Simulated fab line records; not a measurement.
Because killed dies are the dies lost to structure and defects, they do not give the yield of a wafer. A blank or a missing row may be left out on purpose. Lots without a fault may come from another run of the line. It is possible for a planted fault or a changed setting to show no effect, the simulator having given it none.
fab line records | flow gf180mcu
record lots=5 | wafers=15 | last_day=34
route steps=602 shown M5@533 V5@540
lots that met no fault: from a run of the same line without faults
start_h: hours from the record's opening day to when the first of the lot's shown wafers began | wait_h: how many hours have passed since the lot's step before this one | " repeats the value in the row above | L1.1+2: several wafers, shown together as one row | - either no value or no given start | * or withheld: withheld | < > ~ a bound
route shown NAME@n: a module of which the file shows steps, and the number in the route of the first | usual: mean and standard deviation over wafers with no fault | same: alike in all rows | chamber/n: place in a boat | sites: per-site readings | _std_site: standard deviation of those values | _edge_site: inner sites' mean taken away from outer sites' mean | radius_mm: for every site, how far away it sits from the centre of the wafer | mask NAME#n: copy n | behind: the tool/chamber that last shaped the wafer | hold: what put the lot on hold/how long, in hours/how the hold closed | device: names the non-switching transistor (n, p or np) | end of line: the same wafers' tests at the end of the route | a step given without rows: its recipe and nothing more | killed: count of dies lost to structure and defects at first sort (not the wafer's yield) | map: a wafer's dies, x killed, . not, _ none there
set.NAME: setting as actually run; set.NAME@STEP: the setting as run at that earlier step | model.NAME: the simulator's own value behind a step, which no gauge read
lots at some steps of the route; a table a step, a row a wafer
services: from which hour (start_h, from the record's first day; less than 0 if before it) a tool's chamber was out of use, for how many hours, and why
## steps
# step GF_M5_CD_MEAS_07
# recipe target_cd_nm=280
# usual cd_nm=279.9/1.3
lot.wafer | tool      | chamber | start_h | wait_h | cd_nm
L079.3    | cd_sem-01 | -       | 647.69  | 0.1    | 280.8
L079.4    | "         | -       | "       | "      | 282.0
L079.6    | "         | -       | "       | "      | 280.7
L083.4    | cd_sem-02 | -       | 672.26  | 0.1    | 280.0
L083.5    | "         | -       | "       | "      | 279.3
L083.6    | "         | -       | "       | "      | 279.8
L089.2    | cd_sem-02 | -       | 714.68  | 0.1    | 280.4
L089.5    | "         | -       | "       | "      | 280.2
L089.6    | "         | -       | "       | "      | 279.8
L095.2    | cd_sem-01 | -       | 752.57  | 0.1    | 280.4
L095.5    | "         | -       | "       | "      | 280.5
L095.6    | "         | -       | "       | "      | 279.8
L094.2    | cd_sem-01 | -       | 754.98  | 0.1    | 279.6
L094.3    | "         | -       | "       | "      | 278.5
L094.4    | "         | -       | "       | "      | 279.9
# step GF_M5_OVL_MEAS_08
# usual M5_OVL=0/4.5
lot.wafer | tool       | chamber | start_h | wait_h | M5_OVL[nm]
L079.3    | overlay-02 | -       | 647.78  | 0.1    | 0
L079.4    | "          | -       | "       | "      | -8
L079.6    | "          | -       | "       | "      | -7
L083.4    | overlay-02 | -       | 672.34  | 0.1    | 0
L083.5    | "          | -       | "       | "      | 3
L083.6    | "          | -       | "       | "      | 0
L089.2    | overlay-02 | -       | 714.79  | 0.1    | -2
L089.5    | "          | -       | "       | "      | 2
L089.6    | "          | -       | "       | "      | -5
L095.2    | overlay-02 | -       | 752.67  | 0.1    | -4
L095.5    | "          | -       | "       | "      | -7
L095.6    | "          | -       | "       | "      | -9
L094.2    | overlay-02 | -       | 755.91  | 0.9    | 2
L094.3    | "          | -       | "       | "      | -6
L094.4    | "          | -       | "       | "      | -5
# step GF_M5_ETCH_09
# recipe chemistry=CF4/O2 | target=Si3N4 | target_depth_nm=52 | source_w=800 | bias_w=150 | pressure_mtorr=150 | cf4_flow_sccm=80 | O2_flow_sccm=10 | time_s=11.6
# usual drypump_motor_current_A=5.7/0.39 | oes_product_au=1.003/0.0098 | throttle_valve_pct=5.972/0.0094
lot.wafer | tool        | chamber | start_h | wait_h | drypump_motor_current_A | oes_product_au | rf_hours_counter_h | throttle_valve_pct
L079.3    | rie_diel-03 | 0       | 647.81  | 0.0    | 5.9                     | 0.990          | 54                 | 5.961
L079.4    | "           | 0       | "       | "      | 5.9                     | 0.993          | -                  | 5.964
L079.6    | "           | 3       | "       | "      | 5.8                     | 1.001          | -                  | 5.973
L083.4    | rie_diel-02 | 3       | 672.36  | 0.0    | 5.7                     | 0.986          | 15                 | 5.980
L083.5    | "           | 3       | "       | "      | 5.7                     | 0.990          | -                  | 5.971
L083.6    | "           | 0       | "       | "      | 6.4                     | 0.996          | -                  | 5.976
L089.2    | rie_diel-04 | 2       | 714.82  | 0.0    | 5.7                     | 1.017          | 43                 | 5.991
L089.5    | "           | 1       | "       | "      | 4.8                     | 1.000          | -                  | 5.962
L089.6    | "           | 0       | "       | "      | 5.7                     | 1.024          | -                  | 5.971
L095.2    | rie_diel-02 | 2       | 752.70  | 0.0    | 5.0                     | 1.015          | 9                  | 5.966
L095.5    | "           | 1       | "       | "      | 5.7                     | 1.016          | -                  | 5.974
L095.6    | "           | 0       | "       | "      | 6.4                     | 1.001          | -                  | 5.989
L094.2    | rie_diel-03 | 3       | 755.94  | 0.0    | 5.8                     | 1.010          | 7                  | 5.974
L094.3    | "           | 2       | "       | "      | 6.0                     | 1.011          | 22                 | 5.962
L094.4    | "           | 1       | "       | "      | 5.5                     | 1.009          | 4                  | 5.955
# step GF_M5_METAL_ETCH_10
# recipe chemistry=Cl2/BCl3 | mask_material=KrF | target_depth_nm=627.5 | stop_on=SiO2 | pressure_mtorr=8 | icp_w=800 | bias_w=140 | Cl2_flow_sccm=80 | bcl3_flow_sccm=40 | time_s=104.6
# usual drypump_motor_current_A=5.8/0.48 | he_backside_leak_sccm=3.3/0.32 | oes_product_au=0.972/0.0056 | throttle_valve_pct=28.249/0.01
lot.wafer | tool         | chamber | start_h | wait_h | drypump_motor_current_A | he_backside_leak_sccm | oes_product_au | rf_hours_counter_h | throttle_valve_pct
L079.3    | rie_metal-02 | 0       | 647.91  | 0.1    | 5.5                     | 3.6                   | 0.971          | -                  | 28.257
L079.4    | "            | 0       | "       | "      | 5.5                     | 3.3                   | 0.977          | -                  | 28.259
L079.6    | "            | 0       | "       | "      | 5.5                     | 3.2                   | 0.977          | -                  | 28.242
L083.4    | rie_metal-04 | 0       | 672.42  | 0.0    | 6.3                     | 3.1                   | 0.967          | -                  | 28.221
L083.5    | "            | 1       | "       | "      | 6.1                     | 3.6                   | 0.974          | -                  | 28.250
L083.6    | "            | 0       | "       | "      | 6.3                     | 3.0                   | 0.977          | -                  | 28.265
L089.2    | rie_metal-03 | 0       | 714.84  | 0.0    | 5.6                     | 3.4                   | 0.967          | 9                  | 28.255
L089.5    | "            | 0       | "       | "      | 5.6                     | 3.2                   | 0.967          | -                  | 28.251
L089.6    | "            | 1       | "       | "      | 4.8                     | 3.0                   | 0.969          | -                  | 28.236
L095.2    | rie_metal-02 | 0       | 752.73  | 0.0    | 5.5                     | 3.5                   | 0.974          | 6                  | 28.246
L095.5    | "            | 0       | "       | "      | 5.5                     | 3.3                   | 0.979          | -                  | 28.251
L095.6    | "            | 1       | "       | "      | 6.1                     | 3.5                   | 0.971          | -                  | 28.227
L094.2    | rie_metal-04 | 1       | 755.97  | 0.0    | 6.1                     | 3.6                   | 0.963          | 2                  | 28.251
L094.3    | "            | 0       | "       | "      | 6.3                     | 3.1                   | 0.965          | -                  | 28.261
L094.4    | "            | 1       | "       | "      | 6.1                     | 3.7                   | 0.956          | -                  | 28.277
# step GF_M5_STRIP_11
# recipe chemistry=O2/N2 | power_w=1400 | pressure_mtorr=1500 | platen_temp_c=250 | o2_flow_sccm=3000 | n2_flow_sccm=300 | overash_fraction=0.5
# usual drypump_motor_current_A=5.7/0.39 | heater_power_w=338/27 | oes_product_au=0.543/0.0049 | strip_time_to_endpoint_s=7.53/0.046
lot.wafer | tool            | chamber | start_h | wait_h | drypump_motor_current_A | heater_power_w | oes_product_au | rf_hours_counter_h | strip_time_to_endpoint_s
L079.3    | plasma_asher-02 | 1       | 648.09  | 0.1    | 5.6                     | 332            | 0.546          | -                  | 7.57
L079.4    | "               | 0       | "       | "      | 6.1                     | 314            | 0.543          | -                  | 7.58
L079.6    | "               | 0       | "       | "      | 6.0                     | 310            | 0.537          | -                  | 7.56
L083.4    | plasma_asher-03 | 0       | 672.52  | 0.1    | 5.3                     | 405            | 0.541          | -                  | 7.50
L083.5    | "               | 0       | "       | "      | 5.3                     | 392            | 0.536          | -                  | 7.47
L083.6    | "               | 1       | "       | "      | 5.7                     | 377            | 0.540          | -                  | 7.44
L089.2    | plasma_asher-02 | 0       | 714.95  | 0.1    | 6.1                     | 317            | 0.550          | 30                 | 7.54
L089.5    | "               | 1       | "       | "      | 5.6                     | 328            | 0.541          | -                  | 7.58
L089.6    | "               | 0       | "       | "      | 6.1                     | 311            | 0.547          | -                  | 7.44
L095.2    | plasma_asher-02 | 1       | 752.84  | 0.1    | 5.6                     | 321            | 0.539          | 35                 | 7.50
L095.5    | "               | 0       | "       | "      | 6.0                     | 313            | 0.540          | -                  | 7.55
L095.6    | "               | 1       | "       | "      | 5.6                     | 326            | 0.538          | -                  | 7.49
L094.2    | plasma_asher-03 | 1       | 756.08  | 0.1    | 5.7                     | 374            | 0.538          | 69                 | 7.49
L094.3    | "               | 0       | "       | "      | 5.3                     | 398            | 0.539          | -                  | 7.50
L094.4    | "               | 1       | "       | "      | 5.7                     | 365            | 0.535          | -                  | 7.51
# step GF_M5_STRIP_12
# recipe chemistry=post_etch_residue_remover | time_s=1200 | temp_c=72.5
lot.wafer  | tool         | chamber | start_h | wait_h
L079.3+4+6 | wet_bench-03 | 3       | 648.16  | 0.0
L083.4+5+6 | wet_bench-03 | 1       | 672.59  | 0.0
L089.2+5+6 | wet_bench-04 | 3       | 715.05  | 0.1
L095.2+5+6 | wet_bench-02 | 0       | 752.94  | 0.1
L094.2+3+4 | wet_bench-04 | 2       | 756.18  | 0.1
# step GF_M5_CLEAN_13
# recipe chemistry=DIW | dry=n2_spin
lot.wafer  | tool         | chamber | start_h | wait_h
L079.3+4+6 | wet_bench-04 | 2       | 648.53  | 0.0
L083.4+5+6 | wet_bench-02 | 1       | 672.93  | 0.0
L089.2+5+6 | wet_bench-03 | 2       | 715.40  | 0.0
L095.2+5+6 | wet_bench-03 | 1       | 753.31  | 0.0
L094.2+3+4 | wet_bench-04 | 0       | 756.52  | 0.0
# step GF_V5_CVD_00
# recipe material=SiO2 | target_thk_nm=300 | sigma_open_frac=0.3 | temp_c=400 | time_s=50 | sih4_flow_sccm=60 | pressure_mtorr=6
lot.wafer  | tool      | chamber | start_h | wait_h
L079.3+4+6 | hdpcvd-01 | 1,1,2   | 648.62  | 0.0
L083.4+5+6 | hdpcvd-01 | 1,0,2   | 673.05  | 0.0
L089.2+5+6 | hdpcvd-01 | 1,0,2   | 715.49  | 0.0
L095.2+5+6 | hdpcvd-01 | 0,0,1   | 753.40  | 0.0
L094.2+3+4 | hdpcvd-01 | 2,0,0   | 756.61  | 0.0
# step GF_V5_THK_MEAS_01
# recipe reads=SiO2_of_V5_CVD_00
# usual V5_CVD_00_THK=301.2/2.9
lot.wafer | tool          | chamber | start_h | wait_h | V5_CVD_00_THK[nm]
L079.3    | film_metro-01 | -       | 648.69  | 0.0    | 297.0
L079.4    | "             | -       | "       | "      | 301.5
L079.6    | "             | -       | "       | "      | 304.1
L083.4    | film_metro-01 | -       | 673.10  | 0.0    | 302.8
L083.5    | "             | -       | "       | "      | 300.6
L083.6    | "             | -       | "       | "      | 303.6
L089.2    | film_metro-02 | -       | 715.54  | 0.0    | 303.3
L089.5    | "             | -       | "       | "      | 302.1
L089.6    | "             | -       | "       | "      | 304.3
L095.2    | film_metro-02 | -       | 753.46  | 0.0    | 300.8
L095.5    | "             | -       | "       | "      | 300.5
L095.6    | "             | -       | "       | "      | 296.6
L094.2    | film_metro-01 | -       | 756.67  | 0.0    | 303.2
L094.3    | "             | -       | "       | "      | 306.6
L094.4    | "             | -       | "       | "      | 306.0
# step GF_V5_CVD_02
# recipe material=SiO2 | target_thk_nm=1450 | precursor=TEOS | temp_c=400 | time_s=163.28 | rf_w=600
# usual heater_power_outer_w=377/80 | heater_power_w=638/140
lot.wafer | tool     | chamber | start_h | wait_h | heater_power_outer_w | heater_power_w
L079.3    | pecvd-02 | 2       | 648.73  | 0.0    | 288                  | 502
L079.4    | "        | 2       | "       | "      | 350                  | 595
L079.6    | "        | 0       | "       | "      | 286                  | 453
L083.4    | pecvd-04 | 2       | 673.18  | 0.1    | 433                  | 733
L083.5    | "        | 1       | "       | "      | 474                  | 793
L083.6    | "        | 0       | "       | "      | 345                  | 550
L089.2    | pecvd-04 | 1       | 715.59  | 0.0    | 443                  | 749
L089.5    | "        | 2       | "       | "      | 402                  | 705
L089.6    | "        | 1       | "       | "      | 486                  | 794
L095.2    | pecvd-04 | 0       | 753.51  | 0.0    | 295                  | 487
L095.5    | "        | 2       | "       | "      | 325                  | 562
L095.6    | "        | 1       | "       | "      | 478                  | 773
L094.2    | pecvd-01 | 0       | 756.72  | 0.0    | 460                  | 799
L094.3    | "        | 1       | "       | "      | 523                  | 878
L094.4    | "        | 0       | "       | "      | 529                  | 897
# step GF_V5_THK_MEAS_03
# recipe reads=SiO2_of_V5_CVD_02
# usual V5_CVD_02_THK=1454/19
lot.wafer | tool          | chamber | start_h | wait_h | V5_CVD_02_THK[nm]
L079.3    | film_metro-04 | -       | 648.85  | 0.1    | 1462
L079.4    | "             | -       | "       | "      | 1474
L079.6    | "             | -       | "       | "      | 1469
L083.4    | film_metro-04 | -       | 673.27  | 0.0    | 1444
L083.5    | "             | -       | "       | "      | 1443
L083.6    | "             | -       | "       | "      | 1444
L089.2    | film_metro-01 | -       | 715.71  | 0.1    | 1446
L089.5    | "             | -       | "       | "      | 1454
L089.6    | "             | -       | "       | "      | 1476
L095.2    | film_metro-04 | -       | 753.63  | 0.1    | 1422
L095.5    | "             | -       | "       | "      | 1447
L095.6    | "             | -       | "       | "      | 1445
L094.2    | film_metro-01 | -       | 756.83  | 0.1    | 1446
L094.3    | "             | -       | "       | "      | 1446
L094.4    | "             | -       | "       | "      | 1456
# step GF_V5_CMP_04
# recipe material=SiO2 | down_force_psi=4 | platen_rpm=60 | pad_velocity_m_s=0.94248
# usual motor_current_A=11.9/1.2
lot.wafer | tool   | chamber | start_h | wait_h | motor_current_A
L079.4    | cmp-01 | 2       | 648.89  | 0.0    | 11.8
L079.3    | "      | 3       | "       | "      | 12.0
L079.6    | "      | 3       | "       | "      | 11.9
L083.4    | cmp-01 | 1       | 673.40  | 0.1    | 12.9
L083.5    | "      | 3       | "       | "      | 12.2
L083.6    | "      | 0       | "       | "      | 12.8
L089.2    | cmp-01 | 2       | 715.86  | 0.1    | 11.9
L089.6    | "      | 0       | "       | "      | 13.0
L089.5    | "      | 1       | "       | "      | 13.1
L095.2    | cmp-02 | 2       | 753.81  | 0.2    | 9.7
L095.5    | "      | 0       | "       | "      | 10.6
L095.6    | "      | 1       | "       | "      | 12.8
L094.3    | cmp-02 | 3       | 756.93  | 0.1    | 13.1
L094.4    | "      | 0       | "       | "      | 10.5
L094.2    | "      | 1       | "       | "      | 12.8
# step GF_V5_BOW_MEAS_05
# recipe mode=bow
# usual V5_BOW=136/10
lot.wafer | tool          | chamber | start_h | wait_h | V5_BOW[um]
L079.3    | film_metro-01 | -       | 649.23  | 0.2    | 147
L079.4    | "             | -       | "       | "      | 131
L079.6    | "             | -       | "       | "      | 145
L083.4    | film_metro-01 | -       | 673.66  | 0.2    | 129
L083.5    | "             | -       | "       | "      | 134
L083.6    | "             | -       | "       | "      | 135
L089.2    | film_metro-01 | -       | 716.08  | 0.2    | 129
L089.5    | "             | -       | "       | "      | 114
L089.6    | "             | -       | "       | "      | 124
L095.2    | film_metro-01 | -       | 754.03  | 0.2    | 128
L095.5    | "             | -       | "       | "      | 134
L095.6    | "             | -       | "       | "      | 141
L094.2    | film_metro-04 | -       | 757.20  | 0.1    | 139
L094.3    | "             | -       | "       | "      | 133
L094.4    | "             | -       | "       | "      | 141
# step GF_V5_DEHYDRATE_06
# recipe temp_c=200 | time_s=60
lot.wafer  | tool           | chamber | start_h | wait_h
L079.3+4+6 | litho_track-01 | 0       | 658.55  | 9.3
L083.4+5+6 | litho_track-03 | 0       | 683.03  | 9.4
L089.2+5+6 | litho_track-03 | 0       | 724.63  | 8.5
L095.2+5+6 | litho_track-04 | 0       | 761.49  | 7.4
L094.2+3+4 | litho_track-01 | 0       | 763.82  | 6.6
# step GF_V5_HMDS_07
# recipe prime_time_s=60 | prime_temp_c=120
lot.wafer  | tool           | chamber | start_h | wait_h
L079.3+4+6 | litho_track-01 | 0       | 658.70  | 0.1
L083.4+5+6 | litho_track-03 | 0       | 683.18  | 0.1
L089.2+5+6 | litho_track-03 | 0       | 724.78  | 0.1
L095.2+5+6 | litho_track-04 | 0       | 761.64  | 0.1
L094.2+3+4 | litho_track-01 | 0       | 763.97  | 0.1
## services
tool            | chamber | start_h | hours | kind
rie_diel-03     | 0       | 627.16  | 5.6   | repair
plasma_asher-03 | -       | 628.80  | 9.9   | pm
rie_metal-03    | 0       | 630.43  | 22.6  | repair
rie_metal-02    | 1       | 632.36  | -     | clean
rie_metal-02    | 1       | 632.36  | 16.4  | scheduled_down
rie_metal-02    | 1       | 632.36  | 16.4  | vent_cycle
pecvd-02        | -       | 633.36  | 14.6  | pm
rie_diel-04     | 1       | 647.58  | 8.2   | repair
wet_bench-02    | -       | 651.07  | 1.0   | repair
rie_metal-04    | 0       | 680.23  | 14.9  | repair
rie_diel-02     | 2       | 680.62  | 10.0  | repair
rie_metal-04    | -       | 683.24  | 0.9   | repair
wet_bench-02    | -       | 685.34  | 1.8   | repair
rie_diel-02     | 0       | 700.51  | 3.8   | repair
rie_diel-02     | -       | 702.76  | 14.6  | repair
pecvd-04        | 2       | 703.30  | 6.0   | repair
cmp-01          | -       | 732.70  | 17.0  | repair
pecvd-01        | -       | 736.83  | 0.8   | repair
cmp-01          | -       | 740.12  | 2.6   | repair
cmp-01          | -       | 749.73  | 4.0   | pm
plasma_asher-03 | -       | 752.53  | 2.8   | pm
cmp-01          | -       | 753.73  | -     | consumable_replace:conditioner
cmp-01          | -       | 753.73  | -     | consumable_replace:pad
plasma_asher-03 | -       | 756.91  | 6.1   | repair
## key
fault none
